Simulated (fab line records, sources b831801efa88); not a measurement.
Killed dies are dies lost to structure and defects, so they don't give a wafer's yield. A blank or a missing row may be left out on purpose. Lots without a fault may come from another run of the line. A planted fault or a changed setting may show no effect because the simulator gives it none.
Which tool did it? | flow sky130 | 13 lots, 37 wafers sampled, at 4 steps of a route of 708

WHAT THE GAUGES READ, wafer by wafer
SKY_RES_PROTECT_TW_MEAS_08.
lot  | measured     | on            | POLY_GATE_TW
L149 | day 16 11:32 | film_metro-03 | 4058 4067 4056
L150 | day 16 11:50 | film_metro-01 | 4038 4067 4052
L151 | day 16 19:43 | film_metro-04 | 4110 4103 4085
L152 | day 17 04:50 | film_metro-04 | 4127 4125
L153 | day 17 16:20 | film_metro-04 | 4124 4124 4117
L154 | day 18 04:20 | film_metro-04 | 4135 4131
L161 | day 20 12:56 | film_metro-04 | 4119 4106 4122
L162 | day 21 04:56 | film_metro-03 | 4060 4063 4058
L164 | day 21 11:40 | film_metro-01 | 4085 4064 4081
L165 | day 21 16:55 | film_metro-01 | 4065 4071 4053
L166 | day 21 23:41 | film_metro-01 | 4069 4074 4058
L167 | day 22 11:26 | film_metro-01 | 4093 4094 4062
L169 | day 22 22:14 | film_metro-04 | 4166 4155 4156

SKY_SD_N_CD_MEAS_07: target cd 380 nm.
lot  | measured     | on        | cd_nm (nm)
L149 | day 29 06:52 | cd_sem-01 | 385.9 382.9 385.9
L150 | day 29 08:26 | cd_sem-02 | 381.2 382.7 383.3
L151 | day 29 14:38 | cd_sem-01 | 382.7 383.8 381.5
L152 | day 29 23:46 | cd_sem-01 | 358.5 378.2
L153 | day 30 06:43 | cd_sem-01 | 360.9 360.8 379.1
L154 | day 30 22:37 | cd_sem-02 | 377.6 356.7
L161 | day 32 22:29 | cd_sem-02 | 382.6 382.6 383.4
L162 | day 33 09:05 | cd_sem-01 | 384.2 385.0 383.7
L164 | day 33 18:41 | cd_sem-02 | 385.8 384.2 382.8
L165 | day 33 21:14 | cd_sem-02 | 378.2 379.8 378.5
L166 | day 34 03:27 | cd_sem-01 | 373.5 374.5 374.1
L167 | day 34 13:22 | cd_sem-02 | 379.5 378.6 377.3
L169 | day 35 00:50 | cd_sem-02 | 381.0 383.6 382.3

WHICH TOOL RAN EACH LOT (tool, then ch and the chambers of the sampled wafers, then the start)
lot  | SKY_POLY_CUT_ETCH_11               | SKY_SD_N_EXPOSE_04
L149 | rie_diel-04 ch 0,3, day 25 17:37   | iline_stepper-02 ch 0, day 28 17:42
L150 | rie_diel-03 ch 1,2, day 25 18:19   | iline_stepper-01 ch 0, day 28 19:46
L151 | rie_diel-04 ch 1,2,3, day 26 01:44 | iline_stepper-02 ch 0, day 29 01:29
L152 | rie_diel-01 ch 0,1, day 26 10:16   | iline_stepper-02 ch 0, day 29 09:32
L153 | rie_diel-01 ch 1,2,3, day 26 18:19 | iline_stepper-02 ch 0, day 29 16:20
L154 | rie_diel-04 ch 0,1, day 27 09:32   | iline_stepper-02 ch 0, day 30 09:13
L161 | rie_diel-03 ch 0,1, day 29 11:32   | iline_stepper-02 ch 0, day 32 09:49
L162 | rie_diel-03 ch 0,2, day 29 22:28   | iline_stepper-02 ch 0, day 32 20:14
L164 | rie_diel-01 ch 0,1,2, day 30 10:13 | iline_stepper-01 ch 0, day 33 05:31
L165 | rie_diel-03 ch 0,2, day 30 12:50   | iline_stepper-02 ch 0, day 33 09:06
L166 | rie_diel-03 ch 2,3, day 30 17:22   | iline_stepper-01 ch 0, day 33 14:56
L167 | rie_diel-03 ch 0,2,3, day 31 05:29 | iline_stepper-02 ch 0, day 34 00:54
L169 | rie_diel-01 ch 1,2, day 31 17:58   | iline_stepper-02 ch 0, day 34 12:32
- SKY_POLY_CUT_ETCH_11: etches Si3N4 in CF4/CH2F2/Ar, stops on poly-Si, time 42.5 s, target depth 60 nm.
- SKY_SD_N_EXPOSE_04: exposes mask NSDM, target cd 380 nm.

WHAT THE TOOLS THEMSELVES READ (means of the sampled wafers that have a number; where no wafer has one, the mark that the record gives instead)
SKY_POLY_CUT_ETCH_11.
lot  | tool        | drypump_motor_current_A (A) | oes_product_au (a.u.) | throttle_valve_pct (%)
L149 | rie_diel-04 | 5.8                         | 0.824                 | 14.988
L150 | rie_diel-03 | 5.8                         | 0.822                 | 14.989
L151 | rie_diel-04 | 5.7                         | 0.827                 | 14.983
L152 | rie_diel-01 | 5.2                         | 0.823                 | 14.979
L153 | rie_diel-01 | 6.0                         | 0.831                 | 14.999
L154 | rie_diel-04 | 5.2                         | 0.829                 | 14.998
L161 | rie_diel-03 | 5.7                         | 0.828                 | 14.997
L162 | rie_diel-03 | 5.4                         | 0.827                 | 14.990
L164 | rie_diel-01 | 5.7                         | 0.834                 | 14.993
L165 | rie_diel-03 | 5.5                         | 0.841                 | 14.997
L166 | rie_diel-03 | 5.5                         | 0.832                 | 14.996
L167 | rie_diel-03 | 5.5                         | 0.834                 | 14.993
L169 | rie_diel-01 | 6.2                         | 0.832                 | 14.997

THE ANSWER, worked out from the rows above alone
Rule: what is usual is taken from the lots themselves. Put in order of their means at a reading, lots are off if they are a third of the lots or fewer, leave a main group of 4 or more, and stand apart from it by a gap of 3 or more times the standard deviation of the main group's means; of several such gaps the widest counts. A main group whose means are all the same, to the digits that the tables above print for the reading, isn't used. A lot without any number at a reading at which 4 lots or more have one is off too. The other lots that the step has rows for count as sound. The gauges are gone through in route order, then the tools' own readings, and for those a lot's mean is taken as printed above. The first step at which some lot is off is used, and at that step the reading that is off furthest; a lot without a number counts as furthest.
No lot is off at any reading shown: from this, nothing can be told.

WHAT THE SIMULATOR HAD PUT IN
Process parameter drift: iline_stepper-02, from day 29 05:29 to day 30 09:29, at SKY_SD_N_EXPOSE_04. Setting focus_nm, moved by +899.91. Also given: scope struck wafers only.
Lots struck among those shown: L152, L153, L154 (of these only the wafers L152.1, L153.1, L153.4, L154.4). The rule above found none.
